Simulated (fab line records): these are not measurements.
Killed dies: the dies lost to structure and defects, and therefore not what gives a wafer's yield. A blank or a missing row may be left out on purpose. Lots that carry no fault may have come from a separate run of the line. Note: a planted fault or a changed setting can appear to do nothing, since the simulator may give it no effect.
Chamber matching + flow gf180mcu + 4 sister chambers for GF_V5_ETCH_16 on rie-diel-01
The step etches BARC in N2/H2. 14 wafers are shown with their chamber, then 7 later ones without.

## EACH WAFER AND ITS CHAMBER
| wafer  | chamber | drypump-motor-current-A (A) | rf-fwd-power-W (W) | oes-product-au (a.u.) |
|--------|---------|-----------------------------|--------------------|-----------------------|
| L679.1 | 0       | 5.52                        | 494.9              | 0.852                 |
| L679.2 | 2       | 5.88                        | 496.5              | 0.855                 |
| L679.5 | 3       | 5.81                        | 495.2              | 0.854                 |
| L686.3 | 3       | 5.78                        | 496.6              | 0.849                 |
| L686.5 | 0       | 5.51                        | 492.4              | 0.849                 |
| L686.6 | 1       | 5.88                        | 495.5              | 0.854                 |
| L688.1 | 1       | 5.89                        | 493.9              | 0.856                 |
| L688.3 | 3       | 5.81                        | 496.4              | 0.854                 |
| L688.5 | 0       | 5.52                        | 489.0              | 0.850                 |
| L689.2 | 3       | 5.82                        | 498.5              | 0.861                 |
| L689.3 | 2       | 5.87                        | 498.2              | 0.855                 |
| L689.5 | 1       | 5.87                        | 494.1              | 0.854                 |
| L695.1 | 1       | 5.87                        | 495.6              | 0.854                 |
| L695.3 | 0       | 5.53                        | 493.1              | 0.850                 |

SIGNATURES (means of the wafers above)
| reading                 | chamber 0 | chamber 1 | chamber 2 | chamber 3 | scatter within a chamber |
|-------------------------|-----------|-----------|-----------|-----------|--------------------------|
| drypump-motor-current-A | 5.5200    | 5.8775    | 5.8750    | 5.8050    | 0.0119                   |
| rf-fwd-power-W          | 492.350   | 494.775   | 497.350   | 496.675   | 1.67                     |
| oes-product-au          | 0.85025   | 0.85450   | 0.85500   | 0.85450   | 0.00284                  |
Rule: for a wafer and a chamber, the distance is found by dividing, reading by reading, the gap between the wafer's reading and the chamber's mean by the reading's scatter, squaring, summing and taking the root. The wafer belongs to the nearest chamber; if the next one is less than 2 further off, it can't be placed. The scatter: take each reading less its chamber's mean, square it, sum over the shown wafers, divide by the number of wafers less the number of chambers, and take the root.

## WAFERS WITHOUT THEIR CHAMBER
| wafer  | drypump-motor-current-A (A) | rf-fwd-power-W (W) | oes-product-au (a.u.) |
|--------|-----------------------------|--------------------|-----------------------|
| L695.6 | 5.93                        | 495.0              | 0.849                 |
| L700.1 | 5.86                        | 495.5              | 0.848                 |
| L700.2 | 5.88                        | 497.1              | 0.854                 |
| L700.6 | 5.82                        | 498.1              | 0.844                 |
| L701.1 | 5.90                        | 496.8              | 0.846                 |
| L701.3 | 5.54                        | 490.9              | 0.855                 |
| L701.6 | 5.89                        | 494.1              | 0.853                 |

## WHICH CHAMBER EACH ONE RAN IN
| wafer  | from the rows above     | in truth |
|--------|-------------------------|----------|
| L695.6 | can't be placed: 1 or 2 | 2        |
| L700.1 | can't be placed: 1 or 2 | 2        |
| L700.2 | can't be placed: 2 or 1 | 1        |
| L700.6 | 3                       | 3        |
| L701.1 | can't be placed: 1 or 2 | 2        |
| L701.3 | 0                       | 0        |
| L701.6 | can't be placed: 1 or 2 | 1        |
2 of 7 placed correctly. Unplaceable from these rows: 5, with the true chamber sitting among the candidates in 5. Placed wrongly: 0.
